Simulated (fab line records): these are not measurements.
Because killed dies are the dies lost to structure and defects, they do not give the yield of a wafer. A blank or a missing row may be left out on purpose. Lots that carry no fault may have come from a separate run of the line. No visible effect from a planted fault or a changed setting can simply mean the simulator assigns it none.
fab line records -- flow gf180mcu
record lots=12, wafers=36, lastDay=34
route steps=602 shown NWELL@50 CONTACT@292 V1@357
lots untouched by any fault: they come from a run of this same line in which no faults occurred
startH: the number of hours between the record's first day and the start of the first shown wafer of the lot -- waitH: hours from the lot's prior step to this one -- " as in the row above -- L1.1+2: a row that stands for several wafers -- - value missing, or start not given -- * or withheld: withheld -- < > ~ a bound
route shown NAME@n: a module of which the file shows steps, and the number in the route of the first -- usual: mean and standard deviation over wafers with no fault -- same: alike in all rows -- chamber/n: place in a boat -- sites: each site's reading -- _std_site: the standard deviation of these -- _edge_site: the outer-site mean with the inner-site mean subtracted -- radiusMm: for every site, how far away it sits from the centre of the wafer -- mask NAME#n: copy n -- behind: the last tool/chamber to shape the wafer -- hold: reason for holding the lot/hours on hold/outcome of the hold -- device: names the non-switching transistor (n, p or np) -- end of line: the tests these same wafers got at the end of their route -- where a step has no rows: the recipe by itself -- killed: dies that structure and defects cost at the first sort, which is not the same as the wafer's yield -- map: shows each die of a wafer: x if killed, . if not, _ if none is there
set.NAME: the setting as run; set.NAME@STEP: as run at that earlier step -- model.NAME: the simulator's own value behind a step, which no gauge read
one table for each step of the route and one row for each wafer, over a sample of lots
services: a tool's chamber out of use, with start hour (startH, from the record's first day; less than 0 if before it), hours out, and reason
## steps
# step GF_NWELL_IMPLANT_08
# recipe species=P, energyKev=450, doseCm2=1.5e+13, tiltDeg=0
# usual doseIonsCm2=1.5002e+13/1.5e+10, faradayCurrentUA=84.3/1.7
lot.wafer,tool,chamber,startH,waitH,doseIonsCm2,faradayCurrentUA
L279.2,implanter-04,0,54.47,0.0,1.5011e+13,86.2
L279.3,implanter-04,0,54.47,0.0,1.5012e+13,84.4
L279.5,implanter-04,0,54.47,0.0,1.4993e+13,81.6
L280.3,implanter-01,0,60.14,0.1,1.499e+13,84.6
L280.4,implanter-01,0,60.14,0.1,1.4998e+13,81.7
L280.5,implanter-01,0,60.14,0.1,1.4991e+13,85.9
L284.1,implanter-01,0,86.93,0.0,1.5015e+13,84.8
L284.2,implanter-01,0,86.93,0.0,1.4998e+13,84.6
L284.3,implanter-01,0,86.93,0.0,1.4982e+13,87.4
L283.1,implanter-01,0,87.64,0.0,1.5006e+13,84.3
L283.2,implanter-01,0,87.64,0.0,1.5003e+13,83.5
L283.4,implanter-01,0,87.64,0.0,1.501e+13,87.1
L285.1,implanter-01,0,89.64,0.0,1.4971e+13,83.3
L285.2,implanter-01,0,89.64,0.0,1.4986e+13,85.4
L285.6,implanter-01,0,89.64,0.0,1.4994e+13,86.6
L286.1,implanter-04,0,95.54,0.0,1.5003e+13,80.7
L286.2,implanter-04,0,95.54,0.0,1.4998e+13,87.5
L286.4,implanter-04,0,95.54,0.0,1.5019e+13,83.9
L288.2,implanter-02,0,108.15,0.0,1.5009e+13,86.2
L288.3,implanter-02,0,108.15,0.0,1.4999e+13,83.3
L288.4,implanter-02,0,108.15,0.0,1.5005e+13,82.2
L291.1,implanter-04,0,121.74,0.0,1.5004e+13,86.2
L291.3,implanter-04,0,121.74,0.0,1.4999e+13,86.6
L291.4,implanter-04,0,121.74,0.0,1.4982e+13,82.7
L292.2,implanter-04,0,125.05,0.0,1.4984e+13,87.5
L292.4,implanter-04,0,125.05,0.0,1.501e+13,86.1
L292.5,implanter-04,0,125.05,0.0,1.4986e+13,80.2
L294.1,implanter-04,0,136.78,0.0,1.5018e+13,85.7
L294.3,implanter-04,0,136.78,0.0,1.4995e+13,85.3
L294.4,implanter-04,0,136.78,0.0,1.4993e+13,86.0
L301.2,implanter-04,0,174.32,0.0,2.4696e+13,139.0
L301.3,implanter-04,0,174.32,0.0,2.4706e+13,141.8
L301.4,implanter-04,0,174.32,0.0,2.4687e+13,134.1
L302.1,implanter-04,0,178.79,0.0,2.4707e+13,139.9
L302.4,implanter-04,0,178.79,0.0,2.4661e+13,138.4
L302.6,implanter-04,0,178.79,0.0,2.466e+13,133.1
# step GF_NWELL_TW_MEAS_11
# usual NWELL_TW=1569/6.5
lot.wafer,tool,chamber,startH,waitH,NWELL_TW
L279.2,filmMetro-03,-,54.86,0.1,1561
L279.3,filmMetro-03,-,54.86,0.1,1569
L279.5,filmMetro-03,-,54.86,0.1,1568
L280.3,filmMetro-03,-,60.51,0.1,1574
L280.4,filmMetro-03,-,60.51,0.1,1570
L280.5,filmMetro-03,-,60.51,0.1,1575
L284.1,filmMetro-01,-,87.33,0.1,1573
L284.2,filmMetro-01,-,87.33,0.1,1573
L284.3,filmMetro-01,-,87.33,0.1,1572
L283.1,filmMetro-03,-,88.04,0.1,1568
L283.2,filmMetro-03,-,88.04,0.1,1565
L283.4,filmMetro-03,-,88.04,0.1,1569
L285.1,filmMetro-03,-,90.19,0.1,1562
L285.2,filmMetro-03,-,90.19,0.1,1575
L285.6,filmMetro-03,-,90.19,0.1,1568
L286.1,filmMetro-03,-,95.94,0.1,1574
L286.2,filmMetro-03,-,95.94,0.1,1569
L286.4,filmMetro-03,-,95.94,0.1,1573
L288.2,filmMetro-01,-,108.54,0.1,1565
L288.3,filmMetro-01,-,108.54,0.1,1570
L288.4,filmMetro-01,-,108.54,0.1,1567
L291.1,filmMetro-01,-,122.14,0.1,1573
L291.3,filmMetro-01,-,122.14,0.1,1576
L291.4,filmMetro-01,-,122.14,0.1,1563
L292.2,filmMetro-01,-,125.44,0.1,1567
L292.4,filmMetro-01,-,125.44,0.1,1575
L292.5,filmMetro-01,-,125.44,0.1,1576
L294.1,filmMetro-02,-,137.18,0.1,1562
L294.3,filmMetro-02,-,137.18,0.1,1564
L294.4,filmMetro-02,-,137.18,0.1,1562
L301.2,filmMetro-03,-,174.70,0.1,1807
L301.3,filmMetro-03,-,174.70,0.1,1794
L301.4,filmMetro-03,-,174.70,0.1,1804
L302.1,filmMetro-02,-,179.19,0.1,1803
L302.4,filmMetro-02,-,179.19,0.1,1801
L302.6,filmMetro-02,-,179.19,0.1,1794
# step GF_VT_IMPLANT_RS_MEAS_47
# recipe thkMeasGauge=four-point-probe
# usual NWELL_RS=486.0/1.2
lot.wafer,tool,chamber,startH,waitH,NWELL_RS[ohm/sq]
L279.2,filmMetro-02,-,154.34,0.1,486.4
L279.3,filmMetro-02,-,154.34,0.1,487.3
L279.5,filmMetro-02,-,154.34,0.1,486.0
L280.3,filmMetro-02,-,162.60,0.1,485.6
L280.4,filmMetro-02,-,162.60,0.1,485.8
L280.5,filmMetro-02,-,162.60,0.1,484.9
L284.1,filmMetro-01,-,193.87,0.1,486.2
L284.2,filmMetro-01,-,193.87,0.1,485.2
L284.3,filmMetro-01,-,193.87,0.1,485.4
L283.1,filmMetro-03,-,194.94,0.1,486.0
L283.2,filmMetro-03,-,194.94,0.1,488.2
L283.4,filmMetro-03,-,194.94,0.1,487.1
L285.1,filmMetro-03,-,200.36,0.1,485.0
L285.2,filmMetro-03,-,200.36,0.1,485.4
L285.6,filmMetro-03,-,200.36,0.1,485.7
L286.1,filmMetro-01,-,205.72,0.1,485.7
L286.2,filmMetro-01,-,205.72,0.1,485.8
L286.4,filmMetro-01,-,205.72,0.1,486.2
L288.2,filmMetro-03,-,220.24,0.1,486.3
L288.3,filmMetro-03,-,220.24,0.1,485.4
L288.4,filmMetro-03,-,220.24,0.1,485.5
L291.1,filmMetro-03,-,237.87,0.1,486.1
L291.3,filmMetro-03,-,237.87,0.1,485.8
L291.4,filmMetro-03,-,237.87,0.1,486.9
L292.2,filmMetro-02,-,243.35,0.1,487.1
L292.4,filmMetro-02,-,243.35,0.1,487.0
L292.5,filmMetro-02,-,243.35,0.1,486.7
L294.1,filmMetro-03,-,256.07,0.1,484.9
L294.3,filmMetro-03,-,256.07,0.1,484.7
L294.4,filmMetro-03,-,256.07,0.1,484.2
L301.2,filmMetro-03,-,301.44,0.1,378.7
L301.3,filmMetro-03,-,301.44,0.1,379.5
L301.4,filmMetro-03,-,301.44,0.1,379.3
L302.1,filmMetro-02,-,305.77,0.1,379.7
L302.4,filmMetro-02,-,305.77,0.1,379.3
L302.6,filmMetro-02,-,305.77,0.1,380.4
# step GF_CONTACT_BOW_MEAS_05
# recipe mode=bow
# usual CONTACT_BOW=66/6.9
lot.wafer,tool,chamber,startH,waitH,CONTACT_BOW[um]
L279.2,filmMetro-02,-,326.67,0.2,72
L279.3,filmMetro-02,-,326.67,0.2,71
L279.5,filmMetro-02,-,326.67,0.2,68
L280.3,filmMetro-02,-,340.58,0.2,68
L280.4,filmMetro-02,-,340.58,0.2,63
L280.5,filmMetro-02,-,340.58,0.2,57
L284.1,filmMetro-03,-,382.14,0.2,57
L284.2,filmMetro-03,-,382.14,0.2,55
L284.3,filmMetro-03,-,382.14,0.2,59
L283.1,filmMetro-02,-,383.09,0.2,54
L283.2,filmMetro-02,-,383.09,0.2,72
L283.4,filmMetro-02,-,383.09,0.2,64
L285.1,filmMetro-02,-,396.78,0.1,68
L285.2,filmMetro-02,-,396.78,0.1,71
L285.6,filmMetro-02,-,396.78,0.1,65
L286.1,filmMetro-01,-,399.28,0.1,53
L286.2,filmMetro-01,-,399.28,0.1,61
L286.4,filmMetro-01,-,399.28,0.1,53
L288.2,filmMetro-02,-,432.32,0.2,70
L288.3,filmMetro-02,-,432.32,0.2,70
L288.4,filmMetro-02,-,432.32,0.2,67
L291.1,filmMetro-03,-,455.74,0.1,60
L291.3,filmMetro-03,-,455.74,0.1,52
L291.4,filmMetro-03,-,455.74,0.1,58
L292.2,filmMetro-01,-,467.46,0.2,86
L292.4,filmMetro-01,-,467.46,0.2,65
L292.5,filmMetro-01,-,467.46,0.2,61
L294.1,filmMetro-01,-,480.46,0.2,74
L294.3,filmMetro-01,-,480.46,0.2,70
L294.4,filmMetro-01,-,480.46,0.2,69
L301.2,filmMetro-02,-,520.17,0.3,66
L301.3,filmMetro-02,-,520.17,0.3,63
L301.4,filmMetro-02,-,520.17,0.3,64
L302.1,filmMetro-01,-,529.44,0.2,65
L302.4,filmMetro-01,-,529.44,0.2,60
L302.6,filmMetro-01,-,529.44,0.2,73
# step GF_V1_SPUTTER_22
# recipe material=TiN, targetThkNm=10, chamberPressurePa=5, powerW=4000, timeS=40
# usual cathodeDcPowerW=4000.0/0.79, chamberPressurePa=4.999/0.01, throttleValvePct=30.5/1
lot.wafer,tool,chamber,startH,waitH,cathodeDcPowerW,chamberPressurePa,throttleValvePct
L279.2,pvdSputter-01,-,394.97,0.0,3999.7,5.005,30.1
L279.3,pvdSputter-01,-,394.97,0.0,4001.5,5.006,28.0
L279.5,pvdSputter-01,-,394.97,0.0,4000.4,4.995,28.0
L280.3,pvdSputter-02,-,413.10,0.0,4002.1,5.003,31.1
L280.4,pvdSputter-02,-,413.10,0.0,4000.2,4.986,30.0
L280.5,pvdSputter-02,-,413.10,0.0,4001.7,5.006,32.0
L284.1,pvdSputter-02,-,457.42,0.0,4000.6,4.988,32.1
L284.2,pvdSputter-02,-,457.42,0.0,4001.7,4.998,31.4
L284.3,pvdSputter-02,-,457.42,0.0,4000.0,5.012,30.3
L283.1,pvdSputter-01,-,458.77,0.0,4000.8,4.986,30.2
L283.2,pvdSputter-01,-,458.77,0.0,3999.4,5.021,28.2
L283.4,pvdSputter-01,-,458.77,0.0,3999.3,4.992,28.9
L285.1,pvdSputter-02,-,474.07,0.0,3999.0,5.003,31.0
L285.2,pvdSputter-02,-,474.07,0.0,4000.9,5.003,32.0
L285.6,pvdSputter-02,-,474.07,0.0,4000.6,4.996,29.9
L286.1,pvdSputter-04,-,475.83,0.0,4001.4,4.998,30.0
L286.2,pvdSputter-04,-,475.83,0.0,4000.8,4.996,30.0
L286.4,pvdSputter-04,-,475.83,0.0,4000.0,5.013,31.0
L288.2,pvdSputter-02,-,508.80,0.0,4001.6,4.992,31.4
L288.3,pvdSputter-02,-,508.80,0.0,4000.7,5.005,30.1
L288.4,pvdSputter-02,-,508.80,0.0,3999.9,5.003,31.8
L291.1,pvdSputter-02,-,532.41,0.0,3999.6,4.990,31.4
L291.3,pvdSputter-02,-,532.41,0.0,4001.0,4.986,31.8
L291.4,pvdSputter-02,-,532.41,0.0,3998.5,4.992,29.7
L292.2,pvdSputter-04,-,542.37,0.0,3998.6,5.008,30.7
L292.4,pvdSputter-04,-,542.37,0.0,4000.3,4.986,30.0
L292.5,pvdSputter-04,-,542.37,0.0,4001.0,5.008,30.2
L294.1,pvdSputter-01,-,554.31,0.0,4000.3,4.988,30.7
L294.3,pvdSputter-01,-,554.31,0.0,3999.4,5.006,30.1
L294.4,pvdSputter-01,-,554.31,0.0,3999.8,5.006,28.5
L301.2,pvdSputter-02,-,590.42,0.0,3999.8,4.999,31.3
L301.3,pvdSputter-02,-,590.42,0.0,4000.2,4.991,31.9
L301.4,pvdSputter-02,-,590.42,0.0,3999.7,5.002,30.0
L302.1,pvdSputter-01,-,598.34,0.0,3999.8,5.003,28.3
L302.4,pvdSputter-01,-,598.34,0.0,3999.0,4.993,30.8
L302.6,pvdSputter-01,-,598.34,0.0,3999.7,5.026,27.8
# step GF_V1_THK_MEAS_25
# recipe thkMeasGauge=xrf, reads=W_of_V1_CVD_23
# usual V1_W_THK=354/4.6
lot.wafer,tool,chamber,startH,waitH,V1_W_THK[nm]
L279.2,filmMetro-02,-,395.25,0.1,353
L279.3,filmMetro-02,-,395.25,0.1,352
L279.5,filmMetro-02,-,395.25,0.1,351
L280.3,filmMetro-04,-,413.39,0.1,352
L280.4,filmMetro-04,-,413.39,0.1,352
L280.5,filmMetro-04,-,413.39,0.1,355
L284.1,filmMetro-02,-,457.69,0.1,340
L284.2,filmMetro-02,-,457.69,0.1,343
L284.3,filmMetro-02,-,457.69,0.1,341
L283.1,filmMetro-01,-,459.04,0.1,358
L283.2,filmMetro-01,-,459.04,0.1,352
L283.4,filmMetro-01,-,459.04,0.1,353
L285.1,filmMetro-01,-,474.34,0.1,352
L285.2,filmMetro-01,-,474.34,0.1,356
L285.6,filmMetro-01,-,474.34,0.1,356
L286.1,filmMetro-04,-,476.10,0.1,359
L286.2,filmMetro-04,-,476.10,0.1,357
L286.4,filmMetro-04,-,476.10,0.1,356
L288.2,filmMetro-04,-,509.08,0.1,350
L288.3,filmMetro-04,-,509.08,0.1,356
L288.4,filmMetro-04,-,509.08,0.1,356
L291.1,filmMetro-01,-,532.68,0.1,355
L291.3,filmMetro-01,-,532.68,0.1,354
L291.4,filmMetro-01,-,532.68,0.1,357
L292.2,filmMetro-04,-,542.65,0.1,354
L292.4,filmMetro-04,-,542.65,0.1,357
L292.5,filmMetro-04,-,542.65,0.1,360
L294.1,filmMetro-04,-,554.59,0.1,352
L294.3,filmMetro-04,-,554.59,0.1,354
L294.4,filmMetro-04,-,554.59,0.1,353
L301.2,filmMetro-04,-,590.74,0.1,360
L301.3,filmMetro-04,-,590.74,0.1,356
L301.4,filmMetro-04,-,590.74,0.1,359
L302.1,filmMetro-04,-,598.61,0.1,356
L302.4,filmMetro-04,-,598.61,0.1,358
L302.6,filmMetro-04,-,598.61,0.1,361
## services
tool,chamber,startH,hours,kind
implanter-04,-,71.33,5.2,pm
pvdSputter-01,-,95.52,1.2,repair
pvdSputter-01,-,119.30,3.4,repair
implanter-04,-,126.79,4.2,pm
implanter-04,-,131.03,3.7,pm
pvdSputter-01,-,138.74,1.5,repair
pvdSputter-01,-,141.22,3.0,repair
implanter-01,-,149.72,3.5,pm
pvdSputter-01,-,180.61,8.3,repair
implanter-01,-,229.12,2.0,repair
implanter-01,-,243.04,2.9,repair
implanter-04,-,259.52,1.4,repair
pvdSputter-01,-,267.07,1.6,repair
pvdSputter-01,-,272.31,5.8,repair
implanter-04,-,276.79,3.7,repair
implanter-01,-,283.70,4.0,repair
pvdSputter-01,-,340.60,1.8,repair
pvdSputter-02,-,373.73,4.7,repair
implanter-04,-,410.91,14.2,pm
implanter-04,-,493.94,62.4,pm
pvdSputter-02,-,518.23,2.0,repair
implanter-04,-,561.61,1.9,repair
implanter-04,-,590.08,1.1,repair
implanter-04,-,593.22,4.8,repair
## key
firstSign step=GF_NWELL_IMPLANT_08, reading=doseIonsCm2, direction=up, sigmas=99+, usual=1.5002e+13, struck=2.4686e+13
effect step=GF_NWELL_IMPLANT_08, reading=faradayCurrentUA, direction=up, sigmas=31, usual=84.3, struck=137.7
effect step=GF_NWELL_TW_MEAS_11, reading=NWELL_TW, direction=up, sigmas=36, usual=1569, struck=1801
effect step=GF_VT_IMPLANT_RS_MEAS_47, reading=NWELL_RS, direction=down, sigmas=91, usual=486.0, struck=379.5
metAt GF_NWELL_IMPLANT_08
struckLots L301,L302
testerLeftOut L301,L302
notActingAt GF_CONTACT_BOW_MEAS_05,GF_V1_SPUTTER_22,GF_V1_THK_MEAS_25
onsetBetween 136.78 174.32
fault kind=processParameterDrift, tool=implanter-04, chamber=-, onsetH=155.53, steps=GF_NWELL_IMPLANT_08, channel=doseCm2, offset=9.6715e+12, shape=step, endH=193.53, actsIn=theseRecipesOnly, stated=1.5e+13
# testerLeftOut: of these lots the tester's yield and bins aren't shown, on N5 and GAA mostly nor the transistor test; their killed dies are dies lost to structure and defects alone, not to doping, threshold or leakage, so they don't give the yield
